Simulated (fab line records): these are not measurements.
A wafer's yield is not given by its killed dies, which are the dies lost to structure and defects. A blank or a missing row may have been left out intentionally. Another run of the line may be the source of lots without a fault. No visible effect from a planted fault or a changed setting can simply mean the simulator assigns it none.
Shared-tool check / flow gf180mcu / 45 wafers sampled across 15 lots

THE REASON FOR OPENING IT
At GF_VT_IMPLANT_RS_MEAS_46 the reading MVSD_RS is flagged on 3 of 15 lots. No-fault wafers: 456.7 ohm/sq, standard deviation 1.2.
Rule: a lot gets a flag if all its wafers with a number sit over 4 standard deviations from that mean, or if no wafer of it has a number. The rest of the lots are taken to be sound.

lot=L892; measured=day 8 01:25; on=film-metro-03; MVSD_RS (ohm/sq), wafer by wafer=458.7 458.3 457.0; flag=
lot=L896; measured=day 8 19:47; on=film-metro-02; MVSD_RS (ohm/sq), wafer by wafer=457.0 457.4 456.9; flag=
lot=L898; measured=day 9 11:33; on=film-metro-03; MVSD_RS (ohm/sq), wafer by wafer=454.9 455.5 454.7; flag=
lot=L899; measured=day 9 16:07; on=film-metro-03; MVSD_RS (ohm/sq), wafer by wafer=132.7 132.4 132.8; flag=FLAGGED
lot=L900; measured=day 10 00:02; on=film-metro-02; MVSD_RS (ohm/sq), wafer by wafer=132.9 133.0 133.1; flag=FLAGGED
lot=L901; measured=day 10 05:43; on=film-metro-01; MVSD_RS (ohm/sq), wafer by wafer=133.1 133.1 133.1; flag=FLAGGED
lot=L906; measured=day 11 15:31; on=film-metro-01; MVSD_RS (ohm/sq), wafer by wafer=456.3 457.3 456.7; flag=
lot=L907; measured=day 12 00:11; on=film-metro-01; MVSD_RS (ohm/sq), wafer by wafer=456.4 454.9 455.5; flag=
lot=L908; measured=day 12 05:12; on=film-metro-01; MVSD_RS (ohm/sq), wafer by wafer=458.5 457.6 459.8; flag=
lot=L909; measured=day 12 10:46; on=film-metro-02; MVSD_RS (ohm/sq), wafer by wafer=456.6 456.7 457.3; flag=
lot=L910; measured=day 12 20:11; on=film-metro-01; MVSD_RS (ohm/sq), wafer by wafer=457.5 456.4 457.0; flag=
lot=L911; measured=day 13 01:23; on=film-metro-03; MVSD_RS (ohm/sq), wafer by wafer=455.4 455.2 454.2; flag=
lot=L912; measured=day 13 09:58; on=film-metro-01; MVSD_RS (ohm/sq), wafer by wafer=456.1 457.0 456.4; flag=
lot=L913; measured=day 13 15:24; on=film-metro-01; MVSD_RS (ohm/sq), wafer by wafer=458.0 458.4 457.6; flag=
lot=L914; measured=day 13 21:35; on=film-metro-02; MVSD_RS (ohm/sq), wafer by wafer=455.0 455.8 456.0; flag=
Averaged over the flagged lots the numbers come to 132.9 ohm/sq, -323.8 ohm/sq from the usual (-99 or more standard deviations).

WHICH TOOL EACH LOT WENT THROUGH
The record keeps 1 process step preceding the reading, out of 602 steps on the route. Every cell lists first the tool, next ch and the chambers used by the sampled wafers, and last the start.
lot=L892; flag=; GF_VT_IMPLANT_RTA_45=rtp-anneal-02 ch 0, day 8 01:19
lot=L896; flag=; GF_VT_IMPLANT_RTA_45=rtp-anneal-01 ch 0, day 8 19:40
lot=L898; flag=; GF_VT_IMPLANT_RTA_45=rtp-anneal-02 ch 0, day 9 11:27
lot=L899; flag=FLAGGED; GF_VT_IMPLANT_RTA_45=rtp-anneal-02, day 9 16:00
lot=L900; flag=FLAGGED; GF_VT_IMPLANT_RTA_45=rtp-anneal-01, day 9 23:56
lot=L901; flag=FLAGGED; GF_VT_IMPLANT_RTA_45=rtp-anneal-01, day 10 05:37
lot=L906; flag=; GF_VT_IMPLANT_RTA_45=rtp-anneal-02 ch 0, day 11 15:25
lot=L907; flag=; GF_VT_IMPLANT_RTA_45=rtp-anneal-02 ch 0, day 12 00:05
lot=L908; flag=; GF_VT_IMPLANT_RTA_45=rtp-anneal-02 ch 0, day 12 05:06
lot=L909; flag=; GF_VT_IMPLANT_RTA_45=rtp-anneal-01 ch 0, day 12 10:40
lot=L910; flag=; GF_VT_IMPLANT_RTA_45=rtp-anneal-01 ch 0, day 12 20:05
lot=L911; flag=; GF_VT_IMPLANT_RTA_45=rtp-anneal-01 ch 0, day 13 01:17
lot=L912; flag=; GF_VT_IMPLANT_RTA_45=rtp-anneal-01 ch 0, day 13 09:52
lot=L913; flag=; GF_VT_IMPLANT_RTA_45=rtp-anneal-01 ch 0, day 13 15:18
lot=L914; flag=; GF_VT_IMPLANT_RTA_45=rtp-anneal-01 ch 0, day 13 21:29
What the steps here do:
- GF_VT_IMPLANT_RTA_45: time 30 s.
- GF_VT_IMPLANT_RS_MEAS_46: measures by four-point-probe.

FLAGGED AGAINST TOTAL, ONE TOOL AT A TIME (gauges that did the reading follow at the end)
step=GF_VT_IMPLANT_RTA_45; tool=rtp-anneal-01; lots run=9; flagged=2; share of the flagged lots=some; sound lots run after its first flagged lot=6 (L909,L910,L911,L912,L913,L914)
step=GF_VT_IMPLANT_RTA_45; tool=rtp-anneal-02; lots run=6; flagged=1; share of the flagged lots=some; sound lots run after its first flagged lot=3 (L906,L907,L908)
step=GF_VT_IMPLANT_RS_MEAS_46; tool=film-metro-01; lots run=7; flagged=1; share of the flagged lots=some; sound lots run after its first flagged lot=6 (L906,L907,L908,L910,L912,L913)
step=GF_VT_IMPLANT_RS_MEAS_46; tool=film-metro-02; lots run=4; flagged=1; share of the flagged lots=some; sound lots run after its first flagged lot=2 (L909,L914)
step=GF_VT_IMPLANT_RS_MEAS_46; tool=film-metro-03; lots run=4; flagged=1; share of the flagged lots=some; sound lots run after its first flagged lot=1 (L911)

WHAT THE TABLE PERMITS
No row of the table ran every flagged lot.

WHAT THE SIMULATOR HAD INSERTED
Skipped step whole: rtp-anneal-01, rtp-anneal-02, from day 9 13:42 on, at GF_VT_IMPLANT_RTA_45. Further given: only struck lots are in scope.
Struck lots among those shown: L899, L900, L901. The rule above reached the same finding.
